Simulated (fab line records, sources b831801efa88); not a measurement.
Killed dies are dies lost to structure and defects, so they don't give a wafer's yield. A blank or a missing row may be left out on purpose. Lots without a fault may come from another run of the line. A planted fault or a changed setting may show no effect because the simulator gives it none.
Which tool did it? | flow sky130 | 14 lots, 42 wafers sampled, at 3 steps of a route of 708

WHAT THE GAUGES READ, wafer by wafer
SKY_FIELD_ISO_THK_MEAS_04. Usual: FIELD_ISO_CVD_03_THK 165.8 nm, standard deviation 1.5.
lot  | measured    | on            | FIELD_ISO_CVD_03_THK (nm) | flag
L892 | day 1 15:34 | film_metro-02 | 167.7 166.9 166.8         |
L893 | day 1 19:36 | film_metro-02 | 164.8 165.9 165.7         |
L894 | day 2 00:55 | film_metro-03 | 168.5 166.4 167.7         |
L895 | day 2 05:20 | film_metro-03 | 169.1 168.8 168.5         |
L897 | day 2 17:02 | film_metro-01 | 165.3 163.3 163.5         |
L900 | day 3 06:23 | film_metro-03 | 165.6 164.5 165.3         |
L901 | day 3 12:56 | film_metro-03 | 165.8 165.4 165.6         |
L902 | day 3 17:16 | film_metro-01 | 166.1 167.8 166.4         |
L903 | day 3 23:38 | film_metro-03 | 164.3 165.2 164.2         |
L904 | day 4 03:50 | film_metro-02 | 165.7 165.0 166.0         |
L909 | day 5 02:58 | film_metro-03 | 166.8 164.4 165.1         |
L910 | day 5 08:22 | film_metro-01 | 165.3 163.7 164.9         |
L911 | day 5 14:05 | film_metro-01 | 165.7 166.3 165.2         |
L915 | day 6 12:05 | film_metro-03 | 161.9 163.2 163.9         |

SKY_FIELD_ISO_THK_MEAS_25. Usual: FIELD_ISO_CVD_24_THK 591 nm, standard deviation 8.8.
lot  | measured    | on            | FIELD_ISO_CVD_24_THK (nm) | flag
L892 | day 2 07:52 | film_metro-03 | 579 595 592               |
L893 | day 2 11:34 | film_metro-03 | 581 603 595               |
L894 | day 2 17:16 | film_metro-03 | 583 604 600               |
L895 | day 2 22:38 | film_metro-03 | 592 597 597               |
L897 | day 3 12:23 | film_metro-03 | 599 587 599               |
L900 | day 4 02:53 | film_metro-03 | 595 598 597               |
L901 | day 4 09:40 | film_metro-01 | 590 581 593               |
L902 | day 4 13:45 | film_metro-02 | 592 577 588               |
L903 | day 4 18:51 | film_metro-02 | 570 580 576               |
L904 | day 4 23:35 | film_metro-01 | 585 590 577               |
L909 | day 5 23:59 | film_metro-03 | 600 598 600               |
L910 | day 6 04:02 | film_metro-03 | 589 571 595               |
L911 | day 6 10:17 | film_metro-01 | 599 601 597               |
L915 | day 7 08:52 | film_metro-01 | 583 583 581               |

SKY_DNWELL_TW_MEAS_09. Usual: DNWELL_TW 1112, standard deviation 14.
lot  | measured    | on            | DNWELL_TW      | flag
L892 | day 3 03:50 | film_metro-03 | 1133 1127 1132 |
L893 | day 3 08:41 | film_metro-02 | 1112 1101 1102 |
L894 | day 3 13:45 | film_metro-04 | 1105 1107 1109 |
L895 | day 3 19:37 | film_metro-03 | 1132 1133 1129 |
L897 | day 4 13:26 | film_metro-02 | 1104 1106 1096 |
L900 | day 5 03:17 | film_metro-02 | 1104 1105 1101 |
L901 | day 5 10:53 | film_metro-04 | 1106 1102 1103 |
L902 | day 5 13:34 | film_metro-03 | 1136 1135 1139 |
L903 | day 5 20:20 | film_metro-03 | 1136 1135 1130 |
L904 | day 6 01:20 | film_metro-04 | 1102 1108 1103 |
L909 | day 6 23:44 | film_metro-03 | 1132 1131 1135 |
L910 | day 7 06:29 | film_metro-04 | 1109 1102 1108 |
L911 | day 7 11:32 | film_metro-04 | 1093 1105 1105 |
L915 | day 8 09:45 | film_metro-02 | 1109 1106 1108 |

WHICH TOOL RAN EACH LOT (tool, then ch and the chambers of the sampled wafers, then the start)
The record holds no process step before these readings.

WHAT THE TOOLS THEMSELVES READ (means of the sampled wafers that have a number; where no wafer has one, the mark that the record gives instead)
The record holds no such reading with a usual standard deviation.

THE ANSWER, worked out from the rows above alone
Rule: a lot is off if the mean of its wafers that have a number lies more than 3 standard deviations from the usual mean. A lot without any number at a reading at which 4 lots or more have one is off too. The other lots that the step has rows for count as sound. The gauges are gone through in route order, then the tools' own readings, and for those a lot's mean is taken as printed above. The first step at which some lot is off is used, and at that step the reading that is off furthest; a lot without a number counts as furthest.
No lot is off at any reading shown: from this, nothing can be told.

WHAT THE SIMULATOR HAD PUT IN
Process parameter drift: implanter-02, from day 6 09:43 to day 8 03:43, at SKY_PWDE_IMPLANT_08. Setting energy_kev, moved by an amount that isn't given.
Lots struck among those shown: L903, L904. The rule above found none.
